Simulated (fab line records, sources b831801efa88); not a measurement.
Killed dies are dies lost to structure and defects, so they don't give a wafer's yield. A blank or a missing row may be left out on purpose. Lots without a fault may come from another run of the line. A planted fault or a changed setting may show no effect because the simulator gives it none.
Problem report in the 8D (eight disciplines) form, filled by code | flow sky130 | the parts of the form that need people (team, actions taken, sign-off) are left out

1. THE PROBLEM
cd_nm at SKY_METAL4_CD_MEAS_13 reads a mean of 277.8 nm on 3 wafers of 3 lots; wafers without a fault read 300.1 nm with a standard deviation of 1.6. That is -14 standard deviations from the usual mean.
The step: target cd 300 nm.
First seen on wafer L732.3, day 43 12:29, on cd_sem-02. The record holds 36 wafers of 12 lots with a number at this step. Rule for "out", or "out of limits": more than 4 standard deviations from the usual mean. The other wafers with a number count as sound.

2. WHAT IT IS AND WHAT IT IS NOT
question                    | is                     | is not
which readings at this step | cd_nm                  | -
which lots                  | L732, L733, L734       | L727, L728, L729, L731, L743, L746, L747, L749, L750
which wafers of those lots  | L732.3, L733.3, L734.3 | L732.2, L732.6, L733.1, L733.4, L734.1, L734.2
read on which gauges        | cd_sem-02              | cd_sem-01
when                        | from day 43 12:29      | up to then (14 sound wafers); but 19 sound wafers of L733, L734, L743, L746, L747, L749, L750 came after

3. SUSPECTS, AND WHAT RULES EACH OUT
Counting: a tool at a process step up to the reading stays a suspect if it ran every lot that is out. Sound lots after the first of them don't rule it out here, since some wafers of a struck lot are sound.
- the gauge at SKY_METAL4_CD_MEAS_13: kept. All the wafers that are out were read on cd_sem-02, and no step on other tools shows them out.
- krf_scanner-02 at SKY_METAL4_EXPOSE_10 (exposes mask MM4, target cd 300 nm): kept. It ran every lot that is out, first L732 (day 43 01:32); its last sound lot up to then is L731 (day 42 20:43).
Left after counting: krf_scanner-02 at SKY_METAL4_EXPOSE_10, cd_sem-02 at SKY_METAL4_CD_MEAS_13.

4. THE CAUSE (what the simulator had put in)
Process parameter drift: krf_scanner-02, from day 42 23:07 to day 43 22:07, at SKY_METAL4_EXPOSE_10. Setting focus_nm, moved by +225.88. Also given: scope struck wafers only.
Counting left 2 suspects, and this tool is among them.

5. THE CHAIN OF EFFECTS, in route order
Each row: a reading whose mean over the struck wafers that have a number lies more than 3 standard deviations from the usual. Only readings for which the record gives a usual standard deviation are gone through. hours: the time from each lot's start at the first step in this table that gives one to its start at this step, as a median over the lots. sigmas: the change in usual standard deviations.
hours | step                  | reading | usual    | on struck wafers | change | sigmas
0     | SKY_METAL4_CD_MEAS_13 | cd_nm   | 300.1 nm | 277.8            | -22.3  | -14

6. WHAT WOULD HAVE CAUGHT IT SOONER
In this record the first reading out of limits at a measuring or inspecting step was taken at day 43 12:29, 13 hours after the fault began at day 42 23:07.
Of the lots that are out (3), L734 began SKY_METAL4_EXPOSE_10 on krf_scanner-02 after day 43 12:29. A hold on the tool at that time would have spared it.
